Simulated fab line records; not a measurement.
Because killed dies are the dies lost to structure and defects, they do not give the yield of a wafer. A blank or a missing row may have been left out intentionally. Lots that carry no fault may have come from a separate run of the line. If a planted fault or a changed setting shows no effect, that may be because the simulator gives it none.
fab line records	flow sky130
[record] lots = 6	wafers = 18	lastDay = 50
route steps=708 shown PWDE@53 NWELL@56 VT_ADJUST_HVTP@85 PAD_OPEN@708
lots that met no fault: taken from a fault-free run of the same line
startH: start of the lot's first displayed wafer, in hours after the record's first day	waitH: time in hours since the lot's previous step	" same as the row above	L1.1+2: a row that stands for several wafers	- no value present, or no start provided	* or withheld: withheld	< > ~ a bound
route shown NAME@n: a module of which the file shows steps, and the number in the route of the first	usual: mean/standard deviation taken from wafers without a fault	same: alike in all rows	chamber/n: place in a boat	sites: each site's reading	_std_site: standard deviation across them	_edge_site: inner sites' mean taken away from outer sites' mean	radiusMm: for every site, how far away it sits from the centre of the wafer	mask NAME#n: copy n	behind: tool/chamber where the wafer was last shaped	hold: why the lot was held/for how many hours/how that ended	device: transistor that didn't switch, given as n, p or np	end of line: tests run on the same wafers once the route is complete	where a step has no rows: the recipe by itself	killed: count of dies lost to structure and defects at first sort (not the wafer's yield)	map: dies across one wafer; x = killed, . = not, _ = none there
set.NAME: the setting that was run; set.NAME@STEP: the one run at that earlier step	model.NAME: the simulator's own value behind a step, which no gauge read
lots at selected steps of the route; one table per step, one row per wafer
services: a tool's chamber out of use, with start hour (startH, from the record's first day; less than 0 if before it), hours out, and reason
[[steps]]
[step SKY_PWDE_IMPLANT_08]
[recipe] species = B	energyKev = 150	doseCm2 = 3.6e+12	tiltDeg = withheld
[step SKY_PWDE_STRIP_09]
[recipe] chemistry = O2/N2	powerW = 1400	pressureMtorr = 1500	platenTempC = withheld	o2FlowSccm = 3000	n2FlowSccm = 300	overashFraction = 0.5
[usual] drypumpMotorCurrentA = 5.6/0.35	oesProductAu = 0.722/0.0047	stripTimeToEndpointS = 36.96/0.11
lot.wafer	tool	chamber	startH	waitH	drypumpMotorCurrentA	oesProductAu	rfHoursCounterH	stripTimeToEndpointS
L564.3	plasmaAsher-03	1	99.06	0.1	5.4	0.715	-	36.99
L564.4	"	0	"	"	5.8	0.722	-	36.95
L564.6	"	0	"	"	5.8	0.720	-	36.91
L566.2	plasmaAsher-02	1	109.15	0.1	6.1	0.722	43	36.78
L566.3	"	0	"	"	5.7	0.731	-	36.73
L566.4	"	1	"	"	6.1	0.727	-	36.84
L573.1	plasmaAsher-02	1	151.58	0.1	6.1	0.719	48	36.83
L573.5	"	1	"	"	6.1	0.718	-	36.70
L573.6	"	0	"	"	5.7	0.721	-	36.72
L577.1	plasmaAsher-02	1	173.20	0.1	6.2	0.723	50	37.03
L577.2	"	0	"	"	5.7	0.722	50	36.98
L577.6	"	0	"	"	5.7	0.728	-	37.05
L578.1	plasmaAsher-03	1	179.93	0.1	5.4	0.724	6	36.89
L578.4	"	0	"	"	5.8	0.714	-	36.92
L578.5	"	1	"	"	5.4	0.724	-	36.91
L581.2	plasmaAsher-03	1	200.05	0.1	5.4	0.717	7	37.13
L581.5	"	1	"	"	5.4	0.720	-	37.12
L581.6	"	0	"	"	5.8	0.725	-	37.09
[step SKY_PWDE_TW_MEAS_10]
[usual] PWDE_TW = 376/3.4
lot.wafer	tool	chamber	startH	waitH	PWDE_TW
L564.3	filmMetro-03	-	99.15	0.1	372
L564.4	"	-	"	"	371
L564.6	"	-	"	"	371
L566.2	filmMetro-01	-	109.26	0.1	378
L566.3	"	-	"	"	380
L566.4	"	-	"	"	380
L573.1	filmMetro-01	-	151.68	0.1	380
L573.5	"	-	"	"	380
L573.6	"	-	"	"	379
L577.1	filmMetro-03	-	173.30	0.1	376
L577.2	"	-	"	"	376
L577.6	"	-	"	"	375
L578.1	filmMetro-03	-	180.03	0.1	375
L578.4	"	-	"	"	374
L578.5	"	-	"	"	375
L581.2	filmMetro-03	-	200.16	0.1	373
L581.5	"	-	"	"	372
L581.6	"	-	"	"	373
[step SKY_NWELL_DEHYDRATE_03]
[recipe] tempC = 200	timeS = 60
[step SKY_NWELL_HMDS_04]
[recipe] primeTimeS = 60	primeTempC = 120
[step SKY_NWELL_COAT_05]
[recipe] spinRpm = 2000	resistThkNm = 3000
[step SKY_NWELL_SOFTBAKE_06]
[recipe] tempC = 110	timeS = withheld
[step SKY_NWELL_EXPOSE_07]
[recipe] maskId = NWM	na = 0.6	sourceShape = conventional	sigmaOuter = 0.6	polarization = unpolarized	targetCdNm = 840	doseMj = 255
[step SKY_NWELL_PEB_08]
[recipe] tempC = 115	timeS = withheld
[step SKY_NWELL_DEVELOP_09]
[recipe] wallAngleDeg = 90	developer = TMAH	developTimeS = 61.01	devTempC = 23
[step SKY_NWELL_OVL_MEAS_10]
[usual] NWELL_00_OVL = 1.5/1.2
lot.wafer	tool	chamber	startH	waitH	NWELL_00_OVL[nm]
L564.3	overlay-02	-	116.87	-	3.9
L564.4	"	-	"	"	2.1
L564.6	"	-	"	"	2.9
L566.2	overlay-02	-	127.62	-	0.5
L566.3	"	-	"	"	0.6
L566.4	"	-	"	"	1.1
L573.1	overlay-02	-	171.80	-	1.0
L573.5	"	-	"	"	0.0
L573.6	"	-	"	"	-0.3
L577.1	overlay-02	-	194.56	-	1.4
L577.2	"	-	"	"	1.0
L577.6	"	-	"	"	-0.3
L578.1	overlay-02	-	201.14	-	-0.4
L578.4	"	-	"	"	0.8
L578.5	"	-	"	"	-0.7
L581.2	overlay-02	-	222.85	-	3.1
L581.5	"	-	"	"	2.5
L581.6	"	-	"	"	2.1
[step SKY_NWELL_IMPLANT_11]
[recipe] species = P	energyKev = 400	doseCm2 = 1.9e+13	tiltDeg = withheld
[step SKY_NWELL_IMPLANT_12]
[recipe] species = P	energyKev = 120	doseCm2 = 1.3e+12	tiltDeg = withheld
[usual] faradayCurrentUA = 7.32/0.14
lot.wafer	tool	chamber	startH	waitH	faradayCurrentUA
L564.3	implanter-02	0	117.10	0.1	7.34
L564.4	"	0	"	"	7.37
L564.6	"	0	"	"	7.40
L566.2	implanter-02	0	127.82	0.1	7.12
L566.3	"	0	"	"	7.48
L566.4	"	0	"	"	7.38
L573.1	implanter-04	0	171.99	0.1	7.48
L573.5	"	0	"	"	7.45
L573.6	"	0	"	"	7.33
L577.1	implanter-04	0	194.75	0.1	7.32
L577.2	"	0	"	"	7.30
L577.6	"	0	"	"	7.44
L578.1	implanter-02	0	201.33	0.1	7.43
L578.4	"	0	"	"	7.23
L578.5	"	0	"	"	7.42
L581.2	implanter-02	0	223.05	0.1	7.12
L581.5	"	0	"	"	7.41
L581.6	"	0	"	"	7.24
[step SKY_NWELL_IMPLANT_13]
[recipe] species = P	energyKev = 50	doseCm2 = 7e+11	tiltDeg = withheld
[step SKY_NWELL_STRIP_14]
[recipe] chemistry = O2/N2	powerW = 1400	pressureMtorr = 1500	platenTempC = withheld	o2FlowSccm = 3000	n2FlowSccm = 300	overashFraction = 0.5
[usual] drypumpMotorCurrentA = 5.42/0.28	oesProductAu = 0.722/0.0048	stripTimeToEndpointS = 36.94/0.11
lot.wafer	tool	chamber	startH	waitH	drypumpMotorCurrentA	oesProductAu	rfHoursCounterH	stripTimeToEndpointS
L564.3	plasmaAsher-01	0	117.38	0.1	5.07	0.719	-	37.05
L564.4	"	1	"	"	5.17	0.723	-	37.04
L564.6	"	0	"	"	5.09	0.722	-	37.07
L566.2	plasmaAsher-03	1	128.10	0.1	5.42	0.711	1	36.89
L566.3	"	0	"	"	5.78	0.719	-	36.88
L566.4	"	1	"	"	5.42	0.726	-	36.84
L573.1	plasmaAsher-01	1	172.29	0.1	5.15	0.723	35	36.87
L573.5	"	1	"	"	5.12	0.722	-	36.95
L573.6	"	0	"	"	5.09	0.718	-	36.95
L577.1	plasmaAsher-04	0	195.05	0.1	5.73	0.713	53	37.02
L577.2	"	1	"	"	5.55	0.726	53	37.02
L577.6	"	1	"	"	5.56	0.720	-	37.00
L578.1	plasmaAsher-04	0	201.63	0.1	5.73	0.714	53	36.83
L578.4	"	0	"	"	5.74	0.723	-	36.80
L578.5	"	1	"	"	5.57	0.725	-	36.87
L581.2	plasmaAsher-01	0	223.33	0.1	5.09	0.726	40	36.97
L581.5	"	1	"	"	5.14	0.729	-	37.02
L581.6	"	0	"	"	5.09	0.726	-	37.04
[step SKY_NWELL_TW_MEAS_15]
[usual] NWELL_TW = 1835/15
lot.wafer	tool	chamber	startH	waitH	NWELL_TW
L564.3	filmMetro-04	-	117.47	0.1	1839
L564.4	"	-	"	"	1836
L564.6	"	-	"	"	1844
L566.2	filmMetro-01	-	128.21	0.1	1851
L566.3	"	-	"	"	1855
L566.4	"	-	"	"	1849
L573.1	filmMetro-01	-	172.39	0.1	1846
L573.5	"	-	"	"	1853
L573.6	"	-	"	"	1850
L577.1	filmMetro-03	-	195.15	0.1	1822
L577.2	"	-	"	"	1806
L577.6	"	-	"	"	1813
L578.1	filmMetro-04	-	201.73	0.1	1852
L578.4	"	-	"	"	1844
L578.5	"	-	"	"	1839
L581.2	filmMetro-04	-	223.44	0.1	1839
L581.5	"	-	"	"	1838
L581.6	"	-	"	"	1838
[step SKY_NWELL_DEHYDRATE_16]
[recipe] tempC = 200	timeS = 60
[step SKY_NWELL_HMDS_17]
[recipe] primeTimeS = 60	primeTempC = 120
[step SKY_NWELL_COAT_18]
[recipe] spinRpm = 2000	resistThkNm = 3000
[step SKY_NWELL_SOFTBAKE_19]
[recipe] tempC = 110	timeS = withheld
[step SKY_NWELL_EXPOSE_20]
[recipe] maskId = NWM_COMPLEMENT	na = 0.6	sourceShape = conventional	sigmaOuter = 0.6	polarization = unpolarized	targetCdNm = 840	doseMj = 260
[step SKY_NWELL_PEB_21]
[recipe] tempC = 115	timeS = withheld
[step SKY_NWELL_DEVELOP_22]
[recipe] wallAngleDeg = 90	developer = TMAH	developTimeS = 60	devTempC = 23
[step SKY_NWELL_OVL_MEAS_23]
[usual] NWELL_01_OVL = -0.8/1.1
lot.wafer	tool	chamber	startH	waitH	NWELL_01_OVL[nm]
L564.3	overlay-02	-	135.61	-	-0.6
L564.4	"	-	"	"	-0.6
L564.6	"	-	"	"	-0.3
L566.2	overlay-01	-	146.71	-	-3.4
L566.3	"	-	"	"	-1.0
L566.4	"	-	"	"	-2.0
L573.1	overlay-02	-	193.61	-	-0.1
L573.5	"	-	"	"	0.2
L573.6	"	-	"	"	0.0
L577.1	overlay-01	-	217.56	-	-0.2
L577.2	"	-	"	"	-0.5
L577.6	"	-	"	"	-0.4
L578.1	overlay-01	-	223.60	-	-0.3
L578.4	"	-	"	"	-1.8
L578.5	"	-	"	"	-2.2
L581.2	overlay-01	-	246.32	-	-1.7
L581.5	"	-	"	"	-0.2
L581.6	"	-	"	"	-1.0
[step SKY_NWELL_IMPLANT_24]
[recipe] species = B	energyKev = 140	doseCm2 = 9.2e+12	tiltDeg = withheld
[step SKY_NWELL_STRIP_25]
[recipe] chemistry = O2/N2	powerW = 1400	pressureMtorr = 1500	platenTempC = withheld	o2FlowSccm = 3000	n2FlowSccm = 300	overashFraction = 0.5
[usual] drypumpMotorCurrentA = 5.46/0.27	oesProductAu = 0.722/0.0044	stripTimeToEndpointS = 36.93/0.11
lot.wafer	tool	chamber	startH	waitH	drypumpMotorCurrentA	oesProductAu	rfHoursCounterH	stripTimeToEndpointS
L564.3	plasmaAsher-03	1	135.81	0.1	5.44	0.723	-	37.02
L564.4	"	0	"	"	5.82	0.723	-	36.96
L564.6	"	1	"	"	5.42	0.719	-	36.97
L566.2	plasmaAsher-04	0	146.89	0.1	5.72	0.732	48	36.96
L566.3	"	1	"	"	5.53	0.728	-	36.96
L566.4	"	0	"	"	5.73	0.719	-	36.91
L573.1	plasmaAsher-01	0	193.80	0.1	5.10	0.725	37	36.98
L573.5	"	0	"	"	5.10	0.731	-	36.94
L573.6	"	1	"	"	5.15	0.719	-	36.98
L577.1	plasmaAsher-03	0	217.75	0.1	5.78	0.719	9	37.00
L577.2	"	1	"	"	5.41	0.726	9	36.88
L577.6	"	0	"	"	5.80	0.723	-	37.08
L578.1	plasmaAsher-03	1	223.79	0.1	5.43	0.723	10	36.81
L578.4	"	0	"	"	5.78	0.718	-	36.77
L578.5	"	1	"	"	5.44	0.724	-	36.82
L581.2	plasmaAsher-01	0	246.50	0.1	5.08	0.725	42	37.02
L581.5	"	0	"	"	5.11	0.725	-	36.97
L581.6	"	1	"	"	5.15	0.727	-	37.01
[step SKY_NWELL_TW_MEAS_26]
[usual] NWELL_2_TW = 500/3.8
lot.wafer	tool	chamber	startH	waitH	NWELL_2_TW
L564.3	filmMetro-03	-	135.90	0.1	491
L564.4	"	-	"	"	493
L564.6	"	-	"	"	491
L566.2	filmMetro-01	-	147.00	0.1	501
L566.3	"	-	"	"	504
L566.4	"	-	"	"	504
L573.1	filmMetro-04	-	193.90	0.1	504
L573.5	"	-	"	"	502
L573.6	"	-	"	"	502
L577.1	filmMetro-01	-	217.85	0.1	495
L577.2	"	-	"	"	495
L577.6	"	-	"	"	497
L578.1	filmMetro-04	-	223.89	0.1	502
L578.4	"	-	"	"	502
L578.5	"	-	"	"	502
L581.2	filmMetro-04	-	246.61	0.1	502
L581.5	"	-	"	"	501
L581.6	"	-	"	"	501
[step SKY_NWELL_CLEAN_27]
[recipe] chemistry = SC1/SC2	mix = 1:4:20	tempC = 70	timeS = 155.1	dry = n2Spin
[step SKY_NWELL_RTA_28]
[recipe] tempC = 1050	timeS = 30	idleTempC = 650	rampUpCPerS = 150	rampDownCPerS = 90	ambient = N2
[usual] lampPowerPct = 25.31/0.055	rampUpCPerS = 150.00/0.027	wafer_temp_C_max = 1054.8/1
lot.wafer	tool	chamber	startH	waitH	lampPowerPct	rampUpCPerS	wafer_temp_C_max
L564.3	rtpAnneal-02	0	136.02	0.0	25.39	149.99	1054.9
L564.4	"	0	"	"	25.22	150.04	1054.9
L564.6	"	0	"	"	25.26	150.05	1057.2
L566.2	rtpAnneal-02	0	147.11	0.0	25.31	149.99	1054.0
L566.3	"	0	"	"	25.29	150.00	1056.5
L566.4	"	0	"	"	25.30	149.97	1055.5
L573.1	rtpAnneal-02	0	194.01	0.0	25.36	149.96	1054.4
L573.5	"	0	"	"	25.31	149.97	1054.3
L573.6	"	0	"	"	25.35	149.98	1054.8
L577.1	rtpAnneal-01	0	217.96	0.0	25.30	150.01	1054.6
L577.2	"	0	"	"	25.37	150.00	1055.1
L577.6	"	0	"	"	25.35	149.97	1054.8
L578.1	rtpAnneal-02	0	224.00	0.0	25.30	149.99	1054.9
L578.4	"	0	"	"	25.33	150.00	1054.8
L578.5	"	0	"	"	25.22	149.97	1055.4
L581.2	rtpAnneal-02	0	246.72	0.0	25.30	150.02	1055.5
L581.5	"	0	"	"	25.18	150.00	1054.4
L581.6	"	0	"	"	25.31	150.03	1054.8
[step SKY_NWELL_RS_MEAS_29]
[recipe] thkMeasGauge = four-point-probe
[usual] NWELL_RS = 624.1/1.3
lot.wafer	tool	chamber	startH	waitH	NWELL_RS[ohm/sq]
L564.3	filmMetro-04	-	136.13	0.1	627.2
L564.4	"	-	"	"	629.1
L564.6	"	-	"	"	628.1
L566.2	filmMetro-04	-	147.22	0.1	627.9
L566.3	"	-	"	"	624.7
L566.4	"	-	"	"	627.9
L573.1	filmMetro-01	-	194.11	0.1	624.1
L573.5	"	-	"	"	622.0
L573.6	"	-	"	"	624.0
L577.1	filmMetro-03	-	218.06	0.1	624.7
L577.2	"	-	"	"	625.4
L577.6	"	-	"	"	623.5
L578.1	filmMetro-01	-	224.10	0.1	623.8
L578.4	"	-	"	"	624.2
L578.5	"	-	"	"	625.4
L581.2	filmMetro-01	-	246.83	0.1	624.9
L581.5	"	-	"	"	623.4
L581.6	"	-	"	"	623.9
[step SKY_NWELL_RS_MEAS_31]
[recipe] thkMeasGauge = four-point-probe
[usual] PWDE_RS = 5276/20
lot.wafer	tool	chamber	startH	waitH	PWDE_RS[ohm/sq]
L564.3	filmMetro-04	-	136.37	0.1	5310
L564.4	"	-	"	"	5303
L564.6	"	-	"	"	5299
L566.2	filmMetro-04	-	147.46	0.1	5305
L566.3	"	-	"	"	5297
L566.4	"	-	"	"	5274
L573.1	filmMetro-01	-	194.35	0.1	5292
L573.5	"	-	"	"	5275
L573.6	"	-	"	"	5287
L577.1	filmMetro-03	-	218.30	0.1	5260
L577.2	"	-	"	"	5254
L577.6	"	-	"	"	5256
L578.1	filmMetro-01	-	224.34	0.1	5247
L578.4	"	-	"	"	5257
L578.5	"	-	"	"	5248
L581.2	filmMetro-01	-	247.07	0.1	5262
L581.5	"	-	"	"	5262
L581.6	"	-	"	"	5262
[step SKY_VT_ADJUST_HVTP_DEHYDRATE_00]
[recipe] tempC = 200	timeS = 60
[step SKY_VT_ADJUST_HVTP_HMDS_01]
[recipe] primeTimeS = 60	primeTempC = 120
[step SKY_VT_ADJUST_HVTP_COAT_02]
[recipe] resist = NOVOLAK	spinRpm = 3000	resistThkNm = 1140
[step SKY_VT_ADJUST_HVTP_SOFTBAKE_03]
[recipe] tempC = 90	timeS = 60	resist = NOVOLAK
[step SKY_VT_ADJUST_HVTP_EXPOSE_04]
[recipe] maskId = HVTPM	na = 0.6	sourceShape = conventional	sigmaOuter = 0.6	polarization = unpolarized	targetCdNm = 380	doseMj = 140
[step SKY_VT_ADJUST_HVTP_PEB_05]
[recipe] tempC = withheld	timeS = *	resist = NOVOLAK
[step SKY_VT_ADJUST_HVTP_DEVELOP_06]
[recipe] resist = NOVOLAK	developer = TMAH	developTimeS = 60	devTempC = 23
[step SKY_VT_ADJUST_HVTP_CD_MEAS_07]
[recipe] targetCdNm = 380
[usual] cdNm = 379.6/2.2
lot.wafer	tool	chamber	startH	waitH	cdNm
L564.3	cdSem-02	-	155.56	0.1	383.6
L564.4	"	-	"	"	384.0
L564.6	"	-	"	"	381.8
L566.2	cdSem-01	-	167.03	0.1	379.7
L566.3	"	-	"	"	379.2
L566.4	"	-	"	"	379.7
L573.1	cdSem-02	-	215.96	0.1	381.7
L573.5	"	-	"	"	380.1
L573.6	"	-	"	"	381.3
L577.1	cdSem-02	-	241.17	0.1	379.0
L577.2	"	-	"	"	381.0
L577.6	"	-	"	"	378.8
L578.1	cdSem-01	-	247.91	0.1	379.0
L578.4	"	-	"	"	375.9
L578.5	"	-	"	"	375.8
L581.2	cdSem-01	-	270.64	0.1	380.0
L581.5	"	-	"	"	377.8
L581.6	"	-	"	"	380.2
[step SKY_VT_ADJUST_HVTP_OVL_MEAS_08]
[usual] VT_ADJUST_HVTP_OVL = 0.2/1.2
lot.wafer	tool	chamber	startH	waitH	VT_ADJUST_HVTP_OVL[nm]
L564.3	overlay-02	-	155.65	0.1	0.9
L564.4	"	-	"	"	0.8
L564.6	"	-	"	"	0.6
L566.2	overlay-02	-	167.14	0.1	-0.2
L566.3	"	-	"	"	0.3
L566.4	"	-	"	"	0.2
L573.1	overlay-02	-	216.08	0.1	-1.2
L573.5	"	-	"	"	1.5
L573.6	"	-	"	"	0.6
L577.1	overlay-02	-	241.29	0.1	-0.3
L577.2	"	-	"	"	-0.4
L577.6	"	-	"	"	1.0
L578.1	overlay-01	-	248.03	0.1	0.0
L578.4	"	-	"	"	-0.6
L578.5	"	-	"	"	-0.4
L581.2	overlay-02	-	270.74	0.1	-0.7
L581.5	"	-	"	"	-0.9
L581.6	"	-	"	"	-1.6
[step SKY_VT_ADJUST_HVTP_IMPLANT_09]
[recipe] species = As	energyKev = 150	doseCm2 = 4.3e+12	tiltDeg = withheld
[step SKY_PAD_OPEN_PROBE_99]
[usual] killed_at_M0_to_M3 = 43/7.7	killed_at_M4_up = 3.0/1.7	killedAtContacts = 24/5.2	killedAtFrontEnd = 15/4.5	killedAtOther = 0.3/0.5	killedDies = 85/9.5	killedOpen = 47/6.6	killedShort = 38/6.6
[same] grossDies = 492	killedAtBackSide = 0
lot.wafer	tool	chamber	startH	waitH	killed_at_M0_to_M3	killed_at_M4_up	killedAtContacts	killedAtFrontEnd	killedAtOther	killedDies	killedOpen	killedShort	model.etest.pfetG5v0d10v5.offLog10AUm	model.etest.pfet_01v8_lvt.offLog10AUm	model.etest.pfetG5v0d10v5.vtSatV	model.etest.pfet_16v.vtV	model.etest.pfetG5v0d10v5.vtV	model.etest.pfetG5v0d10v5.vtLongV	model.etest.pfet_01v8_lvt.vtSatV	model.etest.pfet_01v8_lvt.vtV
L564.3	prober-01	-	1111.49	0.2	34	5	24	20	1	84	48	36	-12.24	-8.415	-0.5999	-1.06	-0.8005	-0.891	-0.4138	-0.516
L564.4	prober-01	-	1111.54	0.2	39	1	27	19	0	86	49	37	-11.93	-8.409	-0.5772	-1.07	-0.7845	-0.9048	-0.4133	-0.5132
L564.6	prober-01	-	1111.64	0.2	40	4	27	22	0	93	57	36	-12.12	-8.477	-0.5906	-1.062	-0.7903	-0.8961	-0.413	-0.5131
L566.2	prober-01	-	1122.58	0.1	52	1	25	10	1	89	46	43	-12.39	-8.959	-0.6341	-1.094	-0.8321	-0.9243	-0.4554	-0.5501
L566.3	prober-01	-	1122.63	0.2	54	0	30	8	1	93	46	47	-12.6	-8.973	-0.6346	-1.09	-0.8328	-0.9235	-0.4525	-0.5451
L566.4	prober-01	-	1122.68	0.2	44	1	26	8	1	80	48	32	-12.64	-8.838	-0.6359	-1.09	-0.8377	-0.92	-0.4545	-0.5481
L573.1	prober-01	-	1169.54	0.1	40	3	23	13	1	80	44	36	-12.28	-9.11	-0.6183	-1.094	-0.8185	-0.9247	-0.4626	-0.5496
L573.5	prober-01	-	1169.74	0.2	34	1	30	16	0	81	40	41	-12.52	-9.023	-0.6165	-1.084	-0.8175	-0.912	-0.4615	-0.5506
L573.6	prober-01	-	1169.79	0.2	50	3	22	16	0	91	45	46	-12.33	-9.15	-0.6004	-1.092	-0.8004	-0.9161	-0.4611	-0.5504
L578.1	prober-01	-	1182.93	0.1	43	2	26	16	1	88	48	40	-12.71	-9.224	-0.6521	-1.112	-0.8344	-0.9328	-0.4703	-0.5595
L578.4	prober-01	-	1183.08	0.2	47	1	28	22	0	98	42	56	-12.78	-9.282	-0.6561	-1.121	-0.8402	-0.9505	-0.4721	-0.5593
L578.5	prober-01	-	1183.13	0.2	50	5	20	11	0	86	41	45	-12.72	-9.27	-0.6781	-1.128	-0.8609	-0.9498	-0.478	-0.5644
L581.2	prober-02	-	1194.59	0.1	47	1	15	15	0	78	40	38	-12.7	-8.941	-0.6458	-1.087	-0.8455	-0.9191	-0.4514	-0.5449
L581.5	prober-02	-	1194.74	0.2	42	3	34	16	0	95	46	49	-12.45	-9.161	-0.6074	-1.092	-0.804	-0.9235	-0.463	-0.5536
L581.6	prober-02	-	1194.79	0.2	44	2	22	21	0	89	52	37	-12.55	-9.303	-0.6411	-1.106	-0.8375	-0.9318	-0.4651	-0.5559
// killed by level:class
L564.3 VIA1:geometricParticle:open=12 CONTACT:geometricParticle:open=9 LI_CONTACT:geometricParticle:open=7 VIA2:geometricParticle:open=6 POLY_GATE:geometricParticle:open=5 FIELD_ISO:geometricParticle:short=4 POLY_GATE:geometricParticle:short=4 METAL2:geometricParticle:short=4
L564.4 LI_CONTACT:geometricParticle:open=13 VIA2:geometricParticle:open=11 FIELD_ISO:geometricParticle:short=7 CONTACT:geometricParticle:open=6 METAL1:geometricParticle:short=5 LOCAL_INTERCONNECT:geometricParticle:short=5 VIA1:geometricParticle:open=4 VIA3:geometricParticle:short=4
L564.6 LI_CONTACT:geometricParticle:open=10 VIA3:geometricParticle:open=10 VIA2:geometricParticle:open=9 FIELD_ISO:geometricParticle:open=7 VIA1:geometricParticle:open=7 CONTACT:geometricParticle:open=6 LI_CONTACT:geometricParticle:short=4 CONTACT:geometricParticle:short=4
L566.2 VIA1:geometricParticle:open=13 VIA1:geometricParticle:short=11 METAL2:geometricParticle:short=9 LI_CONTACT:geometricParticle:open=8 CONTACT:geometricParticle:open=5 CONTACT:geometricParticle:short=5 METAL1:geometricParticle:short=5 VIA3:geometricParticle:open=5
L566.3 VIA1:geometricParticle:open=13 CONTACT:geometricParticle:open=10 METAL2:geometricParticle:short=8 LI_CONTACT:geometricParticle:open=6 CONTACT:geometricParticle:short=6 METAL1:geometricParticle:short=6 VIA2:geometricParticle:open=6 FIELD_ISO:geometricParticle:open=5
L566.4 VIA1:geometricParticle:open=12 LI_CONTACT:geometricParticle:open=9 METAL2:geometricParticle:short=8 CONTACT:geometricParticle:open=7 METAL1:geometricParticle:short=5 LI_CONTACT:geometricParticle:short=4 METAL1:geometricParticle:open=4 VIA2:geometricParticle:open=4
L573.1 LI_CONTACT:geometricParticle:open=9 VIA1:geometricParticle:open=9 VIA2:geometricParticle:open=8 CONTACT:geometricParticle:short=7 VIA3:geometricParticle:open=6 METAL2:geometricParticle:short=5 FIELD_ISO:geometricParticle:short=4 CONTACT:geometricParticle:open=4
L573.5 CONTACT:geometricParticle:open=14 FIELD_ISO:geometricParticle:open=7 FIELD_ISO:geometricParticle:short=6 VIA1:geometricParticle:open=5 VIA1:geometricParticle:short=5 CONTACT:geometricParticle:short=5 LI_CONTACT:geometricParticle:open=5 METAL2:geometricParticle:short=5
L573.6 METAL1:geometricParticle:short=9 VIA2:geometricParticle:open=9 CONTACT:geometricParticle:open=8 METAL2:geometricParticle:short=8 VIA1:geometricParticle:short=6 LI_CONTACT:geometricParticle:open=6 FIELD_ISO:geometricParticle:short=5 VIA1:geometricParticle:open=5
L578.1 VIA3:geometricParticle:open=11 LI_CONTACT:geometricParticle:open=7 FIELD_ISO:geometricParticle:open=6 LOCAL_INTERCONNECT:geometricParticle:short=5 METAL1:geometricParticle:short=5 VIA1:geometricParticle:short=5 VIA2:geometricParticle:open=5 POLY_GATE:geometricParticle:open=4
L578.4 VIA1:geometricParticle:open=16 CONTACT:geometricParticle:open=9 METAL2:geometricParticle:short=9 METAL1:geometricParticle:short=8 FIELD_ISO:geometricParticle:short=7 LI_CONTACT:geometricParticle:short=6 LOCAL_INTERCONNECT:geometricParticle:short=6 FIELD_ISO:geometricParticle:open=5
L578.5 METAL2:geometricParticle:short=10 VIA2:geometricParticle:open=9 VIA1:geometricParticle:open=8 CONTACT:geometricParticle:open=7 LOCAL_INTERCONNECT:geometricParticle:short=6 VIA3:geometricParticle:open=5 POLY_GATE:geometricParticle:short=4 CONTACT:geometricParticle:short=4
L581.2 VIA3:geometricParticle:open=7 VIA2:geometricParticle:open=7 CONTACT:geometricParticle:open=6 METAL1:geometricParticle:short=6 METAL1:geometricParticle:open=5 VIA1:geometricParticle:open=5 METAL2:geometricParticle:short=5 CONTACT:geometricParticle:short=4
L581.5 CONTACT:geometricParticle:open=12 LI_CONTACT:geometricParticle:open=9 METAL1:geometricParticle:short=8 POLY_GATE:geometricParticle:short=7 VIA1:geometricParticle:open=7 METAL2:geometricParticle:short=7 LI_CONTACT:geometricParticle:short=5 VIA1:geometricParticle:short=5
L581.6 VIA1:geometricParticle:open=9 VIA2:geometricParticle:open=9 LI_CONTACT:geometricParticle:open=8 CONTACT:geometricParticle:open=7 METAL2:geometricParticle:short=6 FIELD_ISO:geometricParticle:open=5 POLY_GATE:geometricParticle:open=5 METAL1:geometricParticle:short=5
[[services]]
tool	chamber	startH	hours	kind
implanter-04	-	77.57	3.0	pm
plasmaAsher-03	-	108.75	9.0	pm
plasmaAsher-03	0	108.75	9.0	ventCycle
plasmaAsher-03	1	108.75	9.0	ventCycle
plasmaAsher-03	0	117.75	-	clean
plasmaAsher-03	1	117.75	-	clean
implanter-04	-	188.22	2.3	repair
plasmaAsher-03	-	194.28	5.4	repair
plasmaAsher-04	-	199.25	1.9	repair
plasmaAsher-01	-	211.20	2.1	repair
[[key]]
[firstSign] step = SKY_NWELL_RS_MEAS_29	reading = NWELL_RS	direction = up	sigmas = 2.5	usual = 624.1	struck = 627.5
effect none on later readings
[modelEffect] step = SKY_PAD_OPEN_PROBE_99	value = etest.pfetG5v0d10v5.offLog10AUm	without = -12.8	struck = -12.32
metAt SKY_NWELL_IMPLANT_12
struckWafers L564.3,L564.4,L564.6,L566.2,L566.3,L566.4
testerLeftOut L564,L566
[fault] kind = processParameterDrift	tool = implanter-02	chamber = -	onsetH = 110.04	steps = SKY_NWELL_IMPLANT_12	channel = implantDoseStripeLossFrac	offset = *	shape = step	endH = 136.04
// testerLeftOut: of these lots the tester's yield and bins aren't shown, on N5 and GAA mostly nor the transistor test; their killed dies are dies lost to structure and defects alone, not to doping, threshold or leakage, so they don't give the yield
